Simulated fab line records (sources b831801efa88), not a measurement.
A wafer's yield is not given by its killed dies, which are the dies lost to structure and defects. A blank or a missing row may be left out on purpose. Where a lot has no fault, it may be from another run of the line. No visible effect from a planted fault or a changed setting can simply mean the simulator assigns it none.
A struck lot beside a sound one / flow gf180mcu / 14 steps out of a route of 602
Sound: these wafers, L168.1, L168.4, L168.5. The struck wafers were L176.1, L176.2, L176.3. The cause comes at the end.
For every step that has rows: the tool of each side, followed by ch and its chambers, followed by its first start. Under that, the readings that differ: sound wafers / struck wafers / difference of the means / sigmas: that difference in standard deviations of wafers without a fault.
alike: a reading whose means differ by less than 2 such deviations, as well as words and numbers matching on both sides. not compared: withheld readings; readings where some wafer has no value; bounds like >300 that might hide an equal value; numbers whose values overlap and for which the record gives no deviation.
The two part at a step that has a row with sigmas, a row that says differs or no value, or rows on one side only. Non-overlapping numbers with no deviation appear without sigmas and do not part them. Lack of a reading on every wafer of one side parts them only where that side has two or more wafers.

first, 1 step without rows for these wafers: GF_NWELL_DEVELOP_06 (develop time 60 s).
GF_NWELL_OVL_MEAS_07:
  sound on overlay-02 at day 3 15:34; struck on overlay-02 at day 5 06:33
  alike: NWELL_OVL
then, 2 steps without rows for these wafers: GF_NWELL_IMPLANT_08; GF_NWELL_IMPLANT_09.
GF_NWELL_STRIP_10: strips in O2/N2.
  sound on plasma_asher-02 ch 1, day 3 15:54; struck on plasma_asher-01 ch 0,1, day 5 06:53
  alike: drypump_motor_current_A, heater_power_w, oes_product_au, platen_temp_c, strip_time_to_endpoint_s
  not compared: rf_hours_counter_h
GF_NWELL_TW_MEAS_11:
  sound on film_metro-02 at day 3 16:00; struck on film_metro-02 at day 5 06:59
  alike: NWELL_TW
then, 6 steps without rows for these wafers: GF_LVPWELL_DEHYDRATE_00 (time 60 s); GF_LVPWELL_HMDS_01 (prime time 60 s); GF_LVPWELL_COAT_02 (resist thk 3000 nm); GF_LVPWELL_SOFTBAKE_03; GF_LVPWELL_EXPOSE_04 (exposes mask LVPWELL, target cd 600 nm); GF_LVPWELL_PEB_05.
GF_LVPWELL_DEVELOP_06: develop time 60 s.
  struck on litho_track-01, day 5 20:00; sound on litho_track-04 ch 0, day 4 04:00
  no value came back on the struck wafers for chill_plate_temp_C (C), develop_time_s (s); on the sound wafers chill_plate_temp_C (C) reads 23.00 23.05 23.07
GF_LVPWELL_OVL_MEAS_07:
  sound on overlay-02 at day 4 04:31; struck on overlay-02 at day 5 21:03
reading=LVPWELL_OVL (nm); sound=0.3 0.0 2.1; struck=- - -; difference=no value on the struck wafers; sigmas=

## WHERE THEY PART
Earliest at GF_LVPWELL_DEVELOP_06; latest, in this record, at GF_LVPWELL_OVL_MEAS_07.

WHY: what had been put in by the simulator
Whole step skipped at GF_LVPWELL_DEVELOP_06 on litho_track-01, starting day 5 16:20. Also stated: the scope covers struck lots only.
